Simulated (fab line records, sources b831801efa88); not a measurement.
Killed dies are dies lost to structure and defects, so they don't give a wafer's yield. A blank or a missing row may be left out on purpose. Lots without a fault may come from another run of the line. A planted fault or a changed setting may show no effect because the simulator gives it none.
fab line records | flow sky130 | part 2 of 2: steps 37 to 50 of 50
record lots=5 wafers=15 last_day=52
route steps=708 shown VT_ADJUST_LVTN@116 VT_ADJUST_NCORE@119 VT_ADJUST_HVTR@131 VT_ADJUST_PCH@143 SONOS_TUNNEL@154
lots that met no fault: from a run of the same line without faults
start_h: hours from the record's first day to the start of the lot's first wafer shown | wait_h: hours since the lot's step before | " the same as in the row above | L1.1+2: a row that stands for several wafers | - no value, or no start given | * or withheld: withheld | < > ~ a bound
route shown NAME@n: a module of which the file shows steps, and the number in the route of the first | usual: mean/standard deviation of fault-free wafers | same: alike in all rows | chamber/n: place in a boat | sites: the reading at each site | _std_site: their standard deviation | _edge_site: outer sites' mean less inner sites' | radius_mm: how far each site lies from the wafer's centre | mask NAME#n: copy n | behind: the tool/chamber that last shaped the wafer | hold: why the lot was held/for how many hours/how that ended | device: the transistor (n, p or np) that didn't switch | end of line: the same wafers' tests at the end of the route | a step without rows: its recipe alone | killed: dies lost to structure and defects at the first sort, not the wafer's yield | map: a wafer's dies, x killed, . not, _ none there
set.NAME: the setting as run; set.NAME@STEP: as run at that earlier step | model.NAME: the simulator's own value behind a step, which no gauge read
lots at some steps of the route; a table a step, a row a wafer
services: from which hour (start_h, from the record's first day; less than 0 if before it) a tool's chamber was out of use, for how many hours, and why
## steps
# step SKY_VT_ADJUST_PCH_STRIP_09
# recipe chemistry=O2/N2 power_w=1400 pressure_mtorr=1500 platen_temp_c=withheld o2_flow_sccm=3000 n2_flow_sccm=300 overash_fraction=0.5
# usual drypump_motor_current_A=5.92/0.17 oes_product_au=0.722/0.0046 strip_time_to_endpoint_s=36.92/0.1
# columns lot.wafer tool chamber start_h wait_h drypump_motor_current_A oes_product_au rf_hours_counter_h strip_time_to_endpoint_s
L075.2 plasma_asher-03 0 187.67 0.1 5.82 0.716 35 36.91
L075.4 " 1 " " 6.15 0.723 - 36.84
L075.5 " 0 " " 5.82 0.724 - 36.79
L080.3 plasma_asher-02 1 218.48 0.1 5.96 0.721 - 36.93
L080.4 " 0 " " 5.97 0.719 - 36.94
L080.5 " 0 " " 5.96 0.719 - 36.86
L085.3 plasma_asher-03 0 245.88 0.1 5.83 0.722 - 36.89
L085.5 " 1 " " 6.16 0.716 - 36.87
L085.6 " 0 " " 5.81 0.722 - 36.85
L087.2 plasma_asher-02 0 256.50 0.1 5.98 0.720 56 36.83
L087.5 " 1 " " 5.99 0.715 - 36.82
L087.6 " 0 " " 5.99 0.717 - 36.92
L097.1 plasma_asher-04 0 490.85 0.1 5.55 0.722 82 37.00
L097.4 " 1 " " 5.85 0.720 - 36.90
L097.6 " 0 " " 5.55 0.722 - 37.10
# step SKY_VT_ADJUST_PCH_TW_MEAS_10
# usual VT_ADJUST_PCH_TW=141.8/0.9
# columns lot.wafer tool chamber start_h wait_h VT_ADJUST_PCH_TW
L075.2 film_metro-02 - 187.87 0.2 142.1
L075.4 " - " " 141.7
L075.5 " - " " 142.1
L080.3 film_metro-01 - 218.57 0.1 140.6
L080.4 " - " " 141.3
L080.5 " - " " 141.2
L085.3 film_metro-02 - 245.97 0.1 142.3
L085.5 " - " " 142.0
L085.6 " - " " 141.9
L087.2 film_metro-02 - 256.61 0.1 141.4
L087.5 " - " " 141.7
L087.6 " - " " 141.4
L097.1 film_metro-04 - 490.95 0.1 141.4
L097.4 " - " " 142.1
L097.6 " - " " 141.2
# step SKY_SONOS_TUNNEL_DEHYDRATE_00
# recipe temp_c=200 time_s=60
# columns lot.wafer tool chamber start_h wait_h
L075.2+4+5 litho_track-03 0 193.36 5.5
L080.3+4+5 litho_track-01 0 226.86 8.3
L085.3+5+6 litho_track-03 0 255.09 9.1
L087.2+5+6 litho_track-01 0 266.74 10.1
L097.1+4+6 litho_track-03 0 505.69 14.7
# step SKY_SONOS_TUNNEL_HMDS_01
# recipe prime_time_s=60 prime_temp_c=120
# columns lot.wafer tool chamber start_h wait_h
L075.2+4+5 litho_track-03 0 193.51 0.1
L080.3+4+5 litho_track-01 0 227.01 0.1
L085.3+5+6 litho_track-03 0 255.24 0.1
L087.2+5+6 litho_track-01 0 266.89 0.1
L097.1+4+6 litho_track-03 0 505.84 0.1
# step SKY_SONOS_TUNNEL_COAT_02
# recipe resist=NOVOLAK spin_rpm=3000 resist_thk_nm=1140
# columns lot.wafer tool chamber start_h wait_h
L075.2+4+5 litho_track-03 0 193.66 0.1
L080.3+4+5 litho_track-01 0 227.16 0.1
L085.3+5+6 litho_track-03 0 255.39 0.1
L087.2+5+6 litho_track-01 0 267.04 0.1
L097.1+4+6 litho_track-03 0 505.99 0.1
# step SKY_SONOS_TUNNEL_SOFTBAKE_03
# recipe temp_c=90 time_s=60 resist=NOVOLAK
# columns lot.wafer tool chamber start_h wait_h
L075.2+4+5 litho_track-03 0 193.81 0.1
L080.3+4+5 litho_track-01 0 227.31 0.1
L085.3+5+6 litho_track-03 0 255.54 0.1
L087.2+5+6 litho_track-01 0 267.19 0.1
L097.1+4+6 litho_track-03 0 506.14 0.1
# step SKY_SONOS_TUNNEL_EXPOSE_04
# recipe mask_id=TUNM na=0.6 source_shape=conventional sigma_outer=0.6 polarization=unpolarized target_cd_nm=410 dose_mj=136
# same sigma_outer=0.6
# columns lot.wafer tool chamber start_h wait_h mask
L075.2+4+5 iline_stepper-01 0 - - TUNM#0
L080.3+4+5 iline_stepper-01 0 - - TUNM#0
L085.3+5+6 iline_stepper-01 0 - - TUNM#0
L087.2+5+6 iline_stepper-01 0 - - TUNM#0
L097.1+4+6 iline_stepper-02 0 - - TUNM#0
# step SKY_SONOS_TUNNEL_PEB_05
# recipe temp_c=withheld time_s=* resist=NOVOLAK
# columns lot.wafer tool chamber start_h wait_h
L075.2+4+5 litho_track-03 0 - -
L080.3+4+5 litho_track-01 0 - -
L085.3+5+6 litho_track-04 0 - -
L087.2+5+6 litho_track-03 0 - -
L097.1+4+6 litho_track-01 0 - -
# step SKY_SONOS_TUNNEL_DEVELOP_06
# recipe resist=NOVOLAK developer=TMAH develop_time_s=60 dev_temp_c=23
# columns lot.wafer tool chamber start_h wait_h
L075.2+4+5 litho_track-03 0 206.41 0.1
L080.3+4+5 litho_track-01 0 234.51 0.1
L085.3+5+6 litho_track-04 0 266.21 0.1
L087.2+5+6 litho_track-03 0 279.46 0.1
L097.1+4+6 litho_track-01 0 520.96 0.1
# step SKY_SONOS_TUNNEL_CD_MEAS_07
# recipe target_cd_nm=410
# usual cd_nm=409.4/2.1
# columns lot.wafer tool chamber start_h wait_h cd_nm
L075.2 cd_sem-01 - 206.56 0.1 408.2
L075.4 " - " " 405.2
L075.5 " - " " 404.6
L080.3 cd_sem-02 - 234.65 0.1 409.6
L080.4 " - " " 408.3
L080.5 " - " " 411.6
L085.3 cd_sem-01 - 266.35 0.1 413.1
L085.5 " - " " 413.6
L085.6 " - " " 411.0
L087.2 cd_sem-01 - 279.61 0.1 409.2
L087.5 " - " " 407.1
L087.6 " - " " 409.0
L097.1 cd_sem-01 - 521.11 0.1 405.9
L097.4 " - " " 406.7
L097.6 " - " " 406.3
# step SKY_SONOS_TUNNEL_OVL_MEAS_08
# usual SONOS_TUNNEL_OVL=-0.1/1.6
# columns lot.wafer tool chamber start_h wait_h SONOS_TUNNEL_OVL[nm]
L075.2 overlay-02 - 206.67 0.1 -0.1
L075.4 " - " " 1.2
L075.5 " - " " -0.3
L080.3 overlay-01 - 234.75 0.1 3.5
L080.4 " - " " 3.6
L080.5 " - " " 1.1
L085.3 overlay-02 - 266.44 0.1 0.0
L085.5 " - " " -1.3
L085.6 " - " " -1.1
L087.2 overlay-01 - 279.71 0.1 1.2
L087.5 " - " " 1.0
L087.6 " - " " 1.4
L097.1 overlay-02 - 521.23 0.1 -1.9
L097.4 " - " " -1.8
L097.6 " - " " -1.9
# step SKY_SONOS_TUNNEL_IMPLANT_09
# recipe species=B energy_kev=20 dose_cm2=1e+12 tilt_deg=withheld
# columns lot.wafer tool chamber start_h wait_h
L075.2+4+5 implanter-03 0 206.72 0.0
L080.3+4+5 implanter-01 0 234.86 0.1
L085.3+5+6 implanter-02 0 266.51 0.1
L087.2+5+6 implanter-01 0 279.77 0.0
L097.1+4+6 implanter-01 0 521.27 0.0
# step SKY_SONOS_TUNNEL_WET_ETCH_10
# recipe chemistry=dHF target_depth_nm=14 target=SiO2 dilution=100:1 temp_c=25 time_s=280
# columns lot.wafer tool chamber start_h wait_h
L075.2+4+5 wet_bench-01 3 206.85 0.1
L080.3+4+5 wet_bench-01 2 234.96 0.1
L085.3+5+6 wet_bench-01 3 266.61 0.1
L087.2+5+6 wet_bench-01 2 279.89 0.1
L097.1+4+6 wet_bench-01 1 521.46 0.2
# step SKY_SONOS_TUNNEL_STRIP_11
# recipe chemistry=SPM time_s=600 temp_c=130
# columns lot.wafer tool chamber start_h wait_h
L075.2+4+5 wet_bench-01 0 206.93 0.0
L080.3+4+5 wet_bench-02 1 235.05 0.0
L085.3+5+6 wet_bench-02 1 266.70 0.0
L087.2+5+6 wet_bench-02 3 279.99 0.0
L097.1+4+6 wet_bench-01 3 521.55 0.0
## services
# columns tool chamber start_h hours kind
implanter-02 - 154.16 14.1 pm
iline_stepper-01 - 176.71 1.7 pm
plasma_asher-01 - 192.31 1.9 repair
implanter-02 - 225.19 5.8 repair
implanter-02 - 240.19 3.1 repair
implanter-03 - 240.34 2.8 repair
iline_stepper-02 - 245.26 1.7 pm
implanter-01 - 251.56 28.1 repair
implanter-01 - 284.88 5.4 pm
plasma_asher-01 - 289.19 3.2 repair
iline_stepper-01 - 302.33 2.1 pm
iline_stepper-02 - 304.62 2.2 repair
plasma_asher-01 - 309.74 2.8 pm
plasma_asher-01 - 325.94 1.8 repair
iline_stepper-01 - 338.50 5.1 repair
implanter-02 - 379.00 3.0 repair
iline_stepper-01 - 394.89 1.7 pm
plasma_asher-01 - 397.89 1.1 repair
iline_stepper-01 - 415.98 2.8 repair
implanter-02 - 434.62 3.8 repair
iline_stepper-02 - 463.50 1.7 pm
iline_stepper-02 - 465.59 1.6 repair
iline_stepper-02 - 480.32 25.6 repair
iline_stepper-01 - 503.62 21.8 repair
